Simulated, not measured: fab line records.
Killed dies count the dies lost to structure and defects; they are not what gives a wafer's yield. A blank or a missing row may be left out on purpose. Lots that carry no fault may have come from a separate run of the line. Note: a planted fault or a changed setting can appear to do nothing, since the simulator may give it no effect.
fab line records    flow sky130
record: lots: 7  wafers: 21  last_day: 50
route steps=708 shown VT_ADJUST_LVTN@116 VT_ADJUST_NCORE@119 VT_ADJUST_HVTR@131 PAD_OPEN@708
lots untouched by any fault: they come from a run of this same line in which no faults occurred
start_h: the number of hours between the record's first day and the start of the first shown wafer of the lot    wait_h: hours from the lot's prior step to this one    " unchanged from the row above    L1.1+2: a row that stands for several wafers    - no value, or no start was given    * or withheld: withheld    < > ~ a bound
route shown NAME@n: a module of which the file shows steps, and the number in the route of the first    usual: mean/standard deviation taken from wafers without a fault    same: alike in all rows    chamber/n: place in a boat    sites: each site's reading    _std_site: how widely they spread, as a standard deviation    _edge_site: inner sites' mean taken away from outer sites' mean    radius_mm: for every site, how far away it sits from the centre of the wafer    mask NAME#n: copy n    behind: the most recent tool/chamber to have shaped the wafer    hold: the reason the lot was held/the length of the hold in hours/how it ended    device: the transistor (n, p or np) that didn't switch    end of line: tests run on the same wafers once the route is complete    for a step that has no rows: nothing shown but its recipe    killed: the dies lost at the first sort to structure and to defects; this is not the yield of the wafer    map: per-die view of a wafer (x killed, . not killed, _ where there is no die)
set.NAME: the setting as run; set.NAME@STEP: as run at that earlier step    model.NAME: the simulator's own value behind a step, which no gauge read
lots seen at some steps along the route; tables by step, rows by wafer
services: the hour from which a tool's chamber was out of use, counted from the record's first day as start_h (under 0 if before that day), plus the number of hours and why
== steps ==
step: SKY_VT_ADJUST_LVTN_IMPLANT_19
recipe: species: B  energy_kev: 30  dose_cm2: 6.5e+11  tilt_deg: withheld
step: SKY_VT_ADJUST_LVTN_STRIP_20
recipe: chemistry: O2/N2  power_w: 1400  pressure_mtorr: 1500  platen_temp_c: withheld  o2_flow_sccm: 3000  n2_flow_sccm: 300  overash_fraction: 0.5
usual: drypump_motor_current_A: 5.6/0.46  oes_product_au: 0.715/0.0049  strip_time_to_endpoint_s: 14.20/0.047
lot.wafer  tool             chamber  start_h  wait_h  drypump_motor_current_A  oes_product_au  rf_hours_counter_h  strip_time_to_endpoint_s
L824.2     plasma_asher-01  0        189.52   0.1     5.7                      0.715           51                  14.26
L824.3     "                0        "        "       5.7                      0.715           -                   14.25
L824.6     "                1        "        "       4.9                      0.715           -                   14.21
L829.1     plasma_asher-04  0        222.92   0.1     6.2                      0.701           41                  14.26
L829.4     "                1        "        "       6.1                      0.728           -                   14.26
L829.5     "                0        "        "       6.1                      0.714           -                   14.23
L832.2     plasma_asher-03  0        244.33   0.1     5.3                      0.724           12                  14.27
L832.3     "                1        "        "       5.9                      0.711           -                   14.25
L832.4     "                0        "        "       5.3                      0.714           -                   14.25
L836.2     plasma_asher-04  1        264.17   0.1     6.1                      0.712           45                  14.20
L836.3     "                0        "        "       6.1                      0.708           -                   14.20
L836.5     "                1        "        "       6.2                      0.714           -                   14.23
L837.1     plasma_asher-04  1        267.53   0.1     6.1                      0.711           45                  14.26
L837.2     "                0        "        "       6.1                      0.711           45                  14.21
L837.6     "                0        "        "       6.1                      0.707           -                   14.20
L838.1     plasma_asher-01  0        276.92   0.1     5.7                      0.718           58                  14.18
L838.3     "                1        "        "       4.9                      0.724           -                   14.22
L838.6     "                1        "        "       4.9                      0.715           -                   14.25
L844.1     plasma_asher-01  1        327.52   0.1     4.9                      0.712           64                  14.26
L844.3     "                1        "        "       4.9                      0.719           -                   14.25
L844.4     "                0        "        "       5.8                      0.717           -                   14.23
step: SKY_VT_ADJUST_LVTN_TW_MEAS_21
usual: VT_ADJUST_LVTN_2_TW: 189.8/2.2
lot.wafer  tool           chamber  start_h  wait_h  VT_ADJUST_LVTN_2_TW
L824.2     film_metro-01  -        189.63   0.1     192.5
L824.3     "              -        "        "       192.0
L824.6     "              -        "        "       192.2
L829.1     film_metro-04  -        223.02   0.1     187.1
L829.4     "              -        "        "       187.6
L829.5     "              -        "        "       187.1
L832.2     film_metro-03  -        244.44   0.1     189.5
L832.3     "              -        "        "       188.6
L832.4     "              -        "        "       189.5
L836.2     film_metro-01  -        264.28   0.1     194.1
L836.3     "              -        "        "       192.4
L836.5     "              -        "        "       192.1
L837.1     film_metro-04  -        267.63   0.1     187.9
L837.2     "              -        "        "       187.6
L837.6     "              -        "        "       188.5
L838.1     film_metro-04  -        277.02   0.1     187.9
L838.3     "              -        "        "       188.4
L838.6     "              -        "        "       188.2
L844.1     film_metro-04  -        327.62   0.1     188.6
L844.3     "              -        "        "       188.5
L844.4     "              -        "        "       188.5
step: SKY_VT_ADJUST_NCORE_DEHYDRATE_00
recipe: temp_c: 200  time_s: 59.08
step: SKY_VT_ADJUST_NCORE_HMDS_01
recipe: prime_time_s: 60  prime_temp_c: 120
step: SKY_VT_ADJUST_NCORE_COAT_02
recipe: resist: NOVOLAK  spin_rpm: 3000  resist_thk_nm: 1140
step: SKY_VT_ADJUST_NCORE_SOFTBAKE_03
recipe: temp_c: 90  time_s: 60  resist: NOVOLAK
step: SKY_VT_ADJUST_NCORE_EXPOSE_04
recipe: mask_id: LVTN_COMPLEMENT_THIN  na: 0.6  source_shape: conventional  sigma_outer: 0.6  polarization: unpolarized  target_cd_nm: 380  dose_mj: 139
step: SKY_VT_ADJUST_NCORE_PEB_05
recipe: temp_c: withheld  time_s: *  resist: NOVOLAK
step: SKY_VT_ADJUST_NCORE_DEVELOP_06
recipe: resist: NOVOLAK  developer: TMAH  develop_time_s: 60  dev_temp_c: 23
step: SKY_VT_ADJUST_NCORE_CD_MEAS_07
recipe: target_cd_nm: 380
usual: cd_nm: 379.3/2.5
lot.wafer  tool       chamber  start_h  wait_h  cd_nm
L824.2     cd_sem-01  -        211.02   0.1     377.6
L824.3     "          -        "        "       377.3
L824.6     "          -        "        "       378.0
L829.1     cd_sem-02  -        245.23   0.1     383.1
L829.4     "          -        "        "       381.4
L829.5     "          -        "        "       384.0
L832.2     cd_sem-01  -        269.00   0.1     378.0
L832.3     "          -        "        "       381.2
L832.4     "          -        "        "       379.0
L836.2     cd_sem-01  -        289.30   0.1     380.9
L836.3     "          -        "        "       382.5
L836.5     "          -        "        "       386.1
L837.1     cd_sem-02  -        291.93   0.1     377.8
L837.2     "          -        "        "       376.8
L837.6     "          -        "        "       375.2
L838.1     cd_sem-02  -        302.03   0.1     380.1
L838.3     "          -        "        "       380.8
L838.6     "          -        "        "       382.2
L844.1     cd_sem-02  -        353.81   0.1     376.3
L844.3     "          -        "        "       374.2
L844.4     "          -        "        "       377.1
step: SKY_VT_ADJUST_NCORE_OVL_MEAS_08
usual: VT_ADJUST_NCORE_OVL: -0.1/1.4
lot.wafer  tool        chamber  start_h  wait_h  VT_ADJUST_NCORE_OVL[nm]
L824.2     overlay-02  -        211.13   0.1     -1.6
L824.3     "           -        "        "       -0.2
L824.6     "           -        "        "       -0.9
L829.1     overlay-01  -        245.35   0.1     1.3
L829.4     "           -        "        "       0.1
L829.5     "           -        "        "       0.1
L832.2     overlay-01  -        269.11   0.1     -1.5
L832.3     "           -        "        "       -0.8
L832.4     "           -        "        "       -1.6
L836.2     overlay-01  -        289.41   0.1     0.1
L836.3     "           -        "        "       0.7
L836.5     "           -        "        "       0.1
L837.1     overlay-01  -        292.05   0.1     -0.6
L837.2     "           -        "        "       0.0
L837.6     "           -        "        "       0.9
L838.1     overlay-02  -        302.15   0.1     -2.8
L838.3     "           -        "        "       -1.6
L838.6     "           -        "        "       -1.0
L844.1     overlay-02  -        353.93   0.1     -1.1
L844.3     "           -        "        "       -0.3
L844.4     "           -        "        "       -2.5
step: SKY_VT_ADJUST_NCORE_IMPLANT_09
recipe: species: B  energy_kev: 10  dose_cm2: 2.4e+12  tilt_deg: withheld
usual: beam_on_s: 10.02/0.2  end_station_pressure_torr: 5.02e-06/2.5e-07  faraday_current_uA: 13.51/0.26
lot.wafer  tool          chamber  start_h  wait_h  beam_on_s  end_station_pressure_torr  faraday_current_uA
L824.2     implanter-04  0        211.18   0.0     9.82       4.75e-06                   13.71
L824.3     "             0        "        "       9.54       4.93e-06                   14.16
L824.6     "             0        "        "       10.17      5.02e-06                   13.29
L829.1     implanter-03  0        245.39   0.0     10.15      5.08e-06                   13.39
L829.4     "             0        "        "       9.82       4.78e-06                   13.80
L829.5     "             0        "        "       10.04      4.8e-06                    13.44
L832.2     implanter-02  0        269.17   0.0     10.02      4.91e-06                   13.50
L832.3     "             0        "        "       9.71       4.61e-06                   13.99
L832.4     "             0        "        "       10.26      5.25e-06                   13.19
L836.2     implanter-04  0        289.47   0.0     11.86      8.59e-05                   11.37
L836.3     "             0        "        "       11.81      8.911e-05                  11.43
L836.5     "             0        "        "       11.72      8.712e-05                  11.53
L837.1     implanter-04  0        292.09   0.0     11.68      9.82e-05                   11.53
L837.2     "             0        "        "       12.01      8.937e-05                  11.31
L837.6     "             0        "        "       12.05      9.525e-05                  11.21
L838.1     implanter-04  0        302.19   0.0     11.79      8.706e-05                  11.45
L838.3     "             0        "        "       12.25      8.759e-05                  11.05
L838.6     "             0        "        "       11.69      9.322e-05                  11.55
L844.1     implanter-02  0        353.97   0.0     10.00      4.91e-06                   13.57
L844.3     "             0        "        "       10.09      5.02e-06                   13.43
L844.4     "             0        "        "       10.01      4.81e-06                   13.51
step: SKY_VT_ADJUST_NCORE_STRIP_10
recipe: chemistry: O2/N2  power_w: 1400  pressure_mtorr: 1500  platen_temp_c: withheld  o2_flow_sccm: 3000  n2_flow_sccm: 300  overash_fraction: 0.5
usual: drypump_motor_current_A: 5.6/0.38  oes_product_au: 0.716/0.0051  strip_time_to_endpoint_s: 14.22/0.033
lot.wafer  tool             chamber  start_h  wait_h  drypump_motor_current_A  oes_product_au  rf_hours_counter_h  strip_time_to_endpoint_s
L824.2     plasma_asher-03  1        211.31   0.1     5.9                      0.713           9                   14.24
L824.3     "                1        "        "       5.9                      0.719           -                   14.23
L824.6     "                1        "        "       5.9                      0.717           -                   14.22
L829.1     plasma_asher-03  1        245.54   0.1     5.9                      0.719           12                  14.25
L829.4     "                1        "        "       5.9                      0.710           -                   14.25
L829.5     "                1        "        "       5.9                      0.727           -                   14.24
L832.2     plasma_asher-02  1        269.29   0.1     5.4                      0.718           57                  14.18
L832.3     "                0        "        "       5.1                      0.717           -                   14.24
L832.4     "                1        "        "       5.3                      0.718           -                   14.21
L836.2     plasma_asher-04  1        289.59   0.1     6.2                      0.717           48                  14.23
L836.3     "                0        "        "       6.2                      0.713           -                   14.21
L836.5     "                1        "        "       6.2                      0.713           -                   14.20
L837.1     plasma_asher-02  1        292.24   0.1     5.4                      0.716           60                  14.27
L837.2     "                0        "        "       5.1                      0.719           60                  14.26
L837.6     "                1        "        "       5.4                      0.722           -                   14.24
L838.1     plasma_asher-03  1        302.34   0.1     5.9                      0.714           18                  14.22
L838.3     "                1        "        "       5.9                      0.722           -                   14.23
L838.6     "                1        "        "       5.9                      0.723           -                   14.18
L844.1     plasma_asher-03  0        354.12   0.1     5.3                      0.718           23                  14.24
L844.3     "                0        "        "       5.3                      0.712           -                   14.28
L844.4     "                1        "        "       5.9                      0.707           -                   14.26
step: SKY_VT_ADJUST_NCORE_TW_MEAS_11
usual: VT_ADJUST_NCORE_TW: 219.6/1.1
lot.wafer  tool           chamber  start_h  wait_h  VT_ADJUST_NCORE_TW
L824.2     film_metro-04  -        211.42   0.1     218.2
L824.3     "              -        "        "       219.5
L824.6     "              -        "        "       219.9
L829.1     film_metro-02  -        245.64   0.1     219.8
L829.4     "              -        "        "       219.3
L829.5     "              -        "        "       222.1
L832.2     film_metro-04  -        269.40   0.1     218.4
L832.3     "              -        "        "       218.8
L832.4     "              -        "        "       219.1
L836.2     film_metro-04  -        289.70   0.1     231.1
L836.3     "              -        "        "       228.6
L836.5     "              -        "        "       229.7
L837.1     film_metro-04  -        292.34   0.1     231.4
L837.2     "              -        "        "       229.6
L837.6     "              -        "        "       230.0
L838.1     film_metro-03  -        302.44   0.1     231.7
L838.3     "              -        "        "       230.5
L838.6     "              -        "        "       231.0
L844.1     film_metro-03  -        354.22   0.1     220.4
L844.3     "              -        "        "       220.2
L844.4     "              -        "        "       221.4
step: SKY_VT_ADJUST_HVTR_DEHYDRATE_00
recipe: temp_c: 200  time_s: 60
step: SKY_PAD_OPEN_PROBE_99
usual: killed_at_M0_to_M3: 44/7.4  killed_at_M4_up: 3.2/2  killed_at_contacts: 24/5.1  killed_at_front_end: 15/4.8  killed_at_other: 0.2/0.46  killed_dies: 86/10  killed_open: 47/7.5  killed_short: 39/7
same: gross_dies: 492  killed_at_back_side: 0
lot.wafer  tool       chamber  start_h  wait_h  killed_at_M0_to_M3  killed_at_M4_up  killed_at_contacts  killed_at_front_end  killed_at_other  killed_dies  killed_open  killed_short  model.etest.nfet_16v.r_on_ohm_um  model.etest.pfet_g5v0d10v5.r_on_ohm_um  model.etest.res_pwell_under_gate.rs_ohm_sq  model.etest.nfet_g5v0d10v5.r_on_ohm_um  model.etest.tip_n_5v.rs_ohm_sq  model.etest.nfet_g5v0d10v5.drive_ua_um  model.etest.pfet_g5v0d10v5.drive_ua_um  model.etest.pfet_16v.drive_ua_um
L824.2     prober-01  -        1101.88  0.1     32                  7                26                  23                   1                89           39           50            1.402e+04                         4724                                    2269                                        1841                                    1383                            624                                     350.9                                   242
L824.3     prober-01  -        1101.93  0.2     41                  4                22                  9                    0                76           34           40            1.406e+04                         4760                                    2294                                        1890                                    1394                            610.6                                   338.1                                   242.5
L824.6     prober-01  -        1102.08  0.2     55                  5                24                  14                   0                98           53           44            1.4e+04                           4699                                    2312                                        1868                                    1395                            611.9                                   346.7                                   243.3
L829.1     prober-02  -        1130.18  0.1     37                  3                23                  17                   0                80           42           38            1.446e+04                         4787                                    2298                                        1899                                    1380                            592.4                                   337.8                                   237.5
L829.4     prober-02  -        1130.33  0.2     42                  5                29                  12                   1                89           50           38            1.467e+04                         4874                                    2304                                        1931                                    1382                            586.5                                   330.3                                   236
L829.5     prober-02  -        1130.38  0.2     47                  5                25                  18                   0                95           45           49            1.455e+04                         4870                                    2285                                        1934                                    1376                            589.6                                   330.4                                   238.6
L832.2     prober-02  -        1167.34  0.1     51                  5                32                  27                   0                115          60           55            1.417e+04                         4676                                    2273                                        1878                                    1398                            617.3                                   348                                     250.7
L832.3     prober-02  -        1167.39  0.2     50                  4                28                  18                   2                102          60           40            1.425e+04                         4702                                    2257                                        1885                                    1390                            611                                     348                                     247.8
L832.4     prober-02  -        1167.44  0.2     33                  4                24                  17                   1                79           45           32            1.398e+04                         4703                                    2277                                        1880                                    1391                            618.2                                   345.1                                   250.3
L837.1     prober-02  -        1170.71  0.1     43                  1                29                  15                   0                88           55           33            1.518e+04                         4569                                    2217                                        1950                                    1415                            578.9                                   355.5                                   253.3
L837.2     prober-02  -        1170.76  0.1     51                  2                25                  19                   0                97           50           46            1.511e+04                         4578                                    2222                                        1937                                    1408                            578.2                                   359.5                                   255.9
L837.6     prober-02  -        1170.96  0.2     51                  4                18                  21                   0                94           48           46            1.516e+04                         4606                                    2225                                        1942                                    1420                            580.8                                   357.3                                   256.8
L836.2     prober-01  -        1172.63  0.1     46                  1                27                  12                   1                87           50           37            1.473e+04                         4434                                    2214                                        1911                                    1383                            600                                     367.2                                   257.2
L836.3     prober-01  -        1172.68  0.2     35                  3                23                  16                   0                77           36           41            1.489e+04                         4549                                    2226                                        1928                                    1389                            587                                     364.3                                   255.8
L836.5     prober-01  -        1172.78  0.2     48                  8                20                  15                   0                91           55           36            1.494e+04                         4501                                    2215                                        1913                                    1388                            585.9                                   368.1                                   253.7
L838.1     prober-02  -        1173.44  0.1     33                  5                28                  14                   0                80           42           38            1.504e+04                         4715                                    2253                                        1975                                    1411                            573.3                                   348.2                                   246.9
L838.3     prober-02  -        1173.54  0.2     41                  6                27                  17                   0                91           54           37            1.492e+04                         4633                                    2254                                        1950                                    1414                            573.7                                   358.5                                   248.4
L838.6     prober-02  -        1173.69  0.2     41                  3                20                  16                   0                80           35           45            1.505e+04                         4774                                    2261                                        1969                                    1418                            567.9                                   342                                     246.3
L844.1     prober-02  -        1211.83  0.1     38                  3                13                  12                   1                67           36           31            1.391e+04                         4811                                    2280                                        1892                                    1384                            595.3                                   330.4                                   236.6
L844.3     prober-02  -        1211.93  0.2     57                  4                23                  12                   1                97           53           44            1.415e+04                         4862                                    2282                                        1910                                    1406                            590.6                                   327.6                                   229.3
L844.4     prober-02  -        1211.98  0.2     38                  4                19                  12                   0                73           35           38            1.413e+04                         4865                                    2277                                        1895                                    1404                            599.5                                   330                                     226.7
killed by level:class
L824.2 CONTACT:geometric_particle:open=7 CONTACT:geometric_particle:short=6 METAL1:geometric_particle:short=6 VIA1:geometric_particle:open=6 POLY_GATE:geometric_particle:short=5 LI_CONTACT:geometric_particle:open=5 METAL4:geometric_particle:short=5 VIA1:geometric_particle:short=5
L824.3 CONTACT:geometric_particle:short=8 METAL1:geometric_particle:short=8 VIA2:geometric_particle:open=7 VIA1:geometric_particle:short=6 VIA1:geometric_particle:open=5 METAL2:geometric_particle:short=5 LI_CONTACT:geometric_particle:short=4 LI_CONTACT:geometric_particle:open=4
L824.6 VIA1:geometric_particle:open=12 LI_CONTACT:geometric_particle:open=8 METAL1:geometric_particle:short=8 VIA3:geometric_particle:open=7 LOCAL_INTERCONNECT:geometric_particle:short=6 VIA2:geometric_particle:open=6 POLY_GATE:geometric_particle:open=5 CONTACT:geometric_particle:open=5
L829.1 VIA1:geometric_particle:open=10 CONTACT:geometric_particle:open=7 VIA2:geometric_particle:open=7 FIELD_ISO:geometric_particle:open=6 LI_CONTACT:geometric_particle:open=6 CONTACT:geometric_particle:short=5 METAL3:geometric_particle:short=5 FIELD_ISO:geometric_particle:short=4
L829.4 LI_CONTACT:geometric_particle:open=12 CONTACT:geometric_particle:open=9 VIA1:geometric_particle:open=7 METAL2:geometric_particle:short=6 VIA2:geometric_particle:open=6 POLY_GATE:geometric_particle:short=5 LOCAL_INTERCONNECT:geometric_particle:short=5 METAL3:geometric_particle:open=5
L829.5 LI_CONTACT:geometric_particle:open=9 METAL1:geometric_particle:short=9 CONTACT:geometric_particle:open=7 VIA1:geometric_particle:short=6 VIA1:geometric_particle:open=6 VIA2:geometric_particle:open=5 METAL3:geometric_particle:short=5 POLY_GATE:geometric_particle:open=4
L832.2 VIA1:geometric_particle:open=17 CONTACT:geometric_particle:open=12 FIELD_ISO:geometric_particle:open=8 POLY_GATE:geometric_particle:short=7 LI_CONTACT:geometric_particle:open=7 METAL2:geometric_particle:short=7 FIELD_ISO:geometric_particle:short=6 METAL1:geometric_particle:short=6
L832.3 CONTACT:geometric_particle:open=13 VIA3:geometric_particle:open=11 VIA1:geometric_particle:open=11 METAL2:geometric_particle:short=9 VIA2:geometric_particle:open=8 LI_CONTACT:geometric_particle:open=4 LOCAL_INTERCONNECT:geometric_particle:short=4 CONTACT:geometric_particle:short=4
L832.4 VIA1:geometric_particle:open=11 CONTACT:geometric_particle:open=8 LI_CONTACT:geometric_particle:open=6 FIELD_ISO:geometric_particle:short=5 LOCAL_INTERCONNECT:geometric_particle:short=5 VIA3:geometric_particle:open=5 METAL2:geometric_particle:short=5 FIELD_ISO:geometric_particle:open=3
L837.1 CONTACT:geometric_particle:open=15 VIA2:geometric_particle:open=13 VIA3:geometric_particle:open=7 FIELD_ISO:geometric_particle:short=6 CONTACT:geometric_particle:short=6 VIA1:geometric_particle:short=6 LI_CONTACT:geometric_particle:open=5 VIA1:geometric_particle:open=5
L837.2 VIA3:geometric_particle:open=15 CONTACT:geometric_particle:open=10 POLY_GATE:geometric_particle:short=8 VIA2:geometric_particle:open=8 FIELD_ISO:geometric_particle:short=7 METAL1:geometric_particle:short=7 CONTACT:geometric_particle:short=6 LI_CONTACT:geometric_particle:open=6
L837.6 VIA2:geometric_particle:open=10 VIA2:geometric_particle:short=8 METAL2:geometric_particle:short=7 CONTACT:geometric_particle:open=7 VIA1:geometric_particle:short=7 VIA3:geometric_particle:open=7 VIA1:geometric_particle:open=6 POLY_GATE:geometric_particle:open=6
L836.2 VIA1:geometric_particle:open=14 LI_CONTACT:geometric_particle:open=9 VIA3:geometric_particle:open=7 CONTACT:geometric_particle:open=6 CONTACT:geometric_particle:short=6 METAL2:geometric_particle:short=5 VIA2:geometric_particle:open=5 LI_CONTACT:geometric_particle:short=4
L836.3 VIA1:geometric_particle:short=7 FIELD_ISO:geometric_particle:open=6 CONTACT:geometric_particle:short=6 CONTACT:geometric_particle:open=6 VIA1:geometric_particle:open=5 METAL1:geometric_particle:short=5 LI_CONTACT:geometric_particle:open=4 METAL2:geometric_particle:short=4
L836.5 VIA1:geometric_particle:open=11 FIELD_ISO:geometric_particle:open=9 VIA2:geometric_particle:open=8 LI_CONTACT:geometric_particle:open=8 VIA3:geometric_particle:open=7 METAL4:geometric_particle:short=6 CONTACT:geometric_particle:open=5 FIELD_ISO:geometric_particle:short=4
L838.1 CONTACT:geometric_particle:open=10 CONTACT:geometric_particle:short=7 POLY_GATE:geometric_particle:open=6 VIA2:geometric_particle:open=6 LI_CONTACT:geometric_particle:open=5 POLY_GATE:geometric_particle:short=4 METAL2:geometric_particle:short=4 VIA1:geometric_particle:open=4
L838.3 CONTACT:geometric_particle:open=10 VIA1:geometric_particle:open=9 VIA3:geometric_particle:open=9 LOCAL_INTERCONNECT:geometric_particle:short=8 POLY_GATE:geometric_particle:short=5 LI_CONTACT:geometric_particle:open=5 METAL4:geometric_particle:short=5 METAL2:geometric_particle:short=5
L838.6 CONTACT:geometric_particle:open=10 VIA2:geometric_particle:open=10 VIA1:geometric_particle:short=7 FIELD_ISO:geometric_particle:short=5 LI_CONTACT:geometric_particle:short=5 POLY_GATE:geometric_particle:short=5 VIA1:geometric_particle:open=5 METAL2:geometric_particle:short=4
L844.1 VIA1:geometric_particle:open=9 CONTACT:geometric_particle:open=7 METAL1:geometric_particle:short=6 VIA3:geometric_particle:open=6 METAL2:geometric_particle:short=5 VIA2:geometric_particle:open=5 POLY_GATE:geometric_particle:open=4 POLY_GATE:geometric_particle:short=3
L844.3 VIA1:geometric_particle:open=14 VIA3:geometric_particle:short=8 METAL2:geometric_particle:short=7 VIA3:geometric_particle:open=7 CONTACT:geometric_particle:open=6 LI_CONTACT:geometric_particle:open=5 CONTACT:geometric_particle:short=5 METAL1:geometric_particle:open=5
L844.4 METAL1:geometric_particle:short=6 VIA1:geometric_particle:open=6 CONTACT:geometric_particle:short=6 CONTACT:geometric_particle:open=6 VIA1:geometric_particle:short=6 VIA3:geometric_particle:open=6 METAL2:geometric_particle:short=5 FIELD_ISO:geometric_particle:open=4
== services ==
tool             chamber  start_h  hours  kind
implanter-03     -        166.76   5.5    pm
implanter-02     -        169.88   3.6    repair
implanter-04     -        216.68   1.1    repair
implanter-03     -        234.22   2.3    pm
plasma_asher-01  -        244.93   0.5    repair
plasma_asher-04  -        250.25   0.4    repair
plasma_asher-01  -        252.68   9.1    repair
plasma_asher-03  -        279.11   2.8    pm
implanter-04     -        287.19   2.2    repair
implanter-03     -        290.35   2.0    pm
implanter-03     -        292.36   13.6   pm
plasma_asher-02  -        295.69   2.2    repair
implanter-03     -        314.74   2.1    repair
plasma_asher-02  -        317.88   5.0    repair
implanter-04     -        326.33   1.4    repair
implanter-04     -        327.69   4.9    pm
implanter-02     -        330.83   3.2    repair
plasma_asher-01  -        346.97   1.5    repair
== key ==
first_sign: step: SKY_VT_ADJUST_NCORE_IMPLANT_09  reading: end_station_pressure_torr  direction: up  sigmas: 99+  usual: 5.02e-06  struck: 9.031e-05
effect: step: SKY_VT_ADJUST_NCORE_IMPLANT_09  reading: beam_on_s  direction: up  sigmas: 9.4  usual: 10.02  struck: 11.87
effect: step: SKY_VT_ADJUST_NCORE_TW_MEAS_11  reading: VT_ADJUST_NCORE_TW  direction: up  sigmas: 10  usual: 219.6  struck: 230.4
model_effect: step: SKY_PAD_OPEN_PROBE_99  value: etest.nfet_16v.r_on_ohm_um  without: 1.415e+04  struck: 1.5e+04
met_at SKY_VT_ADJUST_NCORE_IMPLANT_09
struck_wafers L836.2,L836.3,L836.5,L837.1,L837.2,L837.6,L838.1,L838.3,L838.6
tester_left_out L836,L837,L838
onset_between 211.18 289.47
fault: kind: process_parameter_drift  tool: implanter-04  chamber: -  onset_h: 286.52  steps: SKY_VT_ADJUST_NCORE_IMPLANT_09  channel: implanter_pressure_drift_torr  offset: 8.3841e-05  shape: step  end_h: 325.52
fault: kind: process_parameter_drift  tool: implanter-04  chamber: -  onset_h: 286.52  steps: SKY_VT_ADJUST_NCORE_IMPLANT_09  channel: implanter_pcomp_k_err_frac  offset: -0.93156  shape: step  end_h: 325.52
tester_left_out: of these lots the tester's yield and bins aren't shown, on N5 and GAA mostly nor the transistor test; their killed dies are dies lost to structure and defects alone, not to doping, threshold or leakage, so they don't give the yield
